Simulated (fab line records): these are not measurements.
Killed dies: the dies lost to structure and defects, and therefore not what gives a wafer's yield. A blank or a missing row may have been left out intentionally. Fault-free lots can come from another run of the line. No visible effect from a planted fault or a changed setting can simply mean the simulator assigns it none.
A lot that was struck, set against a sound lot -- flow sky130 -- 15 out of 708 route steps
Sound: these wafers, L515.1, L515.3, L515.6. Struck: wafers L525.3, L525.5, L525.6. The cause comes at the end.
At each step with rows: each side's tool, then ch and its chambers, then its first start. Under that, the readings that differ: sound wafers -- struck wafers -- difference of the means -- sigmas: that difference in standard deviations of wafers without a fault.
alike: a reading whose means differ by less than 2 such deviations, as well as words and numbers matching on both sides. not compared: withheld readings; readings where some wafer has no value; bounds like >300 that might hide an equal value; numbers whose values overlap and for which the record gives no deviation.
The two part at a step that has a row with sigmas, a row that says differs or no value, or rows on one side only. When numbers do not overlap yet have no deviation, they are printed without sigmas and do not part them. A reading missing from all wafers of one side parts the sides only when that side holds two or more wafers.

SKY_VIA3_ETCH_15: etches SiO2 in C4F8/O2/Ar, stops on TiN, target depth 507 nm, time 78 s.
  sound on rie_diel-04 ch 0,2, day 41 22:14; struck on rie_diel-03 ch 2,3, day 44 17:29
  alike: oes_product_au
  not compared: rf_hours_counter_h
then, 5 steps without rows for these wafers: SKY_VIA3_STRIP_16 (strips in O2/N2); SKY_VIA3_STRIP_17 (strips in post etch residue remover, time 1200 s); SKY_VIA3_CLEAN_18 (cleans in IPA, time 180 s); SKY_VIA3_CLEAN_19 (cleans in O3/DIW); SKY_VIA3_SPUTTER_20 (material TiN, target thk 20 nm, time 80 s).
SKY_VIA3_CVD_21: deposits W, target thk 390 nm, time 117.31 s.
  sound on cvd_w-01 ch 0,1, day 41 23:28; struck on cvd_w-02 ch 0,1, day 44 18:17
  alike: heater_power_w
SKY_VIA3_RS_MEAS_22: a four-point-probe measurement.
  struck on film_metro-02, day 44 18:25; sound on film_metro-04, day 41 23:35
  alike: VIA3_W_RS
SKY_VIA3_THK_MEAS_23: measures by xrf.
  struck on film_metro-02, day 44 18:31; sound on film_metro-04, day 41 23:43
  alike: VIA3_W_THK
SKY_VIA3_CMP_24: polishes, stops on SiO2, t overpolish 20 s, target thk 0 nm.
  sound on cmp-02 ch 0,2,3, day 41 23:52; struck on cmp-02 ch 2,3, day 44 18:40
  alike: motor_current_A, overpolish_run_s, slurry_filter_dp_kPa, time_to_endpoint_s
then, 1 step without rows for these wafers: SKY_METAL4_SPUTTER_00 (material Ti, target thk 15 nm, time 10 s).
SKY_METAL4_SPUTTER_01: material TiN, target thk 20 nm, time 16.7 s.
  struck on pvd_sputter-02, day 44 18:56; sound on pvd_sputter-02, day 42 00:05
  alike: cathode_dc_power_W, chamber_pressure_pa, throttle_valve_pct
SKY_METAL4_SPUTTER_02: material AlCu, target thk 735 nm, time 39.1 s.
  struck on pvd_sputter-02, day 44 18:58; sound on pvd_sputter-02, day 42 00:07
  no value came back on the struck wafers for cathode_dc_power_W (W), chamber_pressure_pa (Pa), throttle_valve_pct (%); on the sound wafers cathode_dc_power_W (W) reads 10598 10600 10600
SKY_METAL4_SPUTTER_03: material Ti, target thk 5 nm, time 3.3 s.
  struck on pvd_sputter-02, day 44 19:00; sound on pvd_sputter-02, day 42 00:09
  alike: cathode_dc_power_W, chamber_pressure_pa, throttle_valve_pct
-- the record jumps here: 5 days lie between the struck wafers' starts before and after (it left off in module METAL4 and takes up again in module PAD_OPEN, whose first step shown is number 708 of the route) --
SKY_PAD_OPEN_PROBE_99:
  struck on prober-02, day 49 22:56; sound on prober-01, day 47 16:05
reading,sound,struck,difference,sigmas
defect_limited_yield (%),84.3 78.7 80.7,0 0 0,-81,-39
killed_at_M4_up,0 4 4,418 412 410,+411,+99 or more
killed_dies,77 105 95,492 492 492,+400,+40
killed_on_rim,17 15 24,96 96 96,+77,+22
sort_bin_5_function (%),10.4 12.0 12.8,92.1 93.7 93.5,+81.4,+58
sort_n_pass,415 387 397,0 0 0,-400,-40
sort_yield_pct (%),84.3 78.7 80.7,0 0 0,-81,-39
  alike: killed_at_M0_to_M3, killed_at_contacts, killed_at_front_end, killed_at_other, killed_open, killed_short, sort_bin_3_pad_short, sort_bin_6_memory

== WHERE THEY PART ==
Last at SKY_PAD_OPEN_PROBE_99 as far as this record goes, first at SKY_METAL4_SPUTTER_02.

WHY: what the simulator had put in
Entire step skipped (pvd_sputter-02, SKY_METAL4_SPUTTER_02), from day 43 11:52 onward. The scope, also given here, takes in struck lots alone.
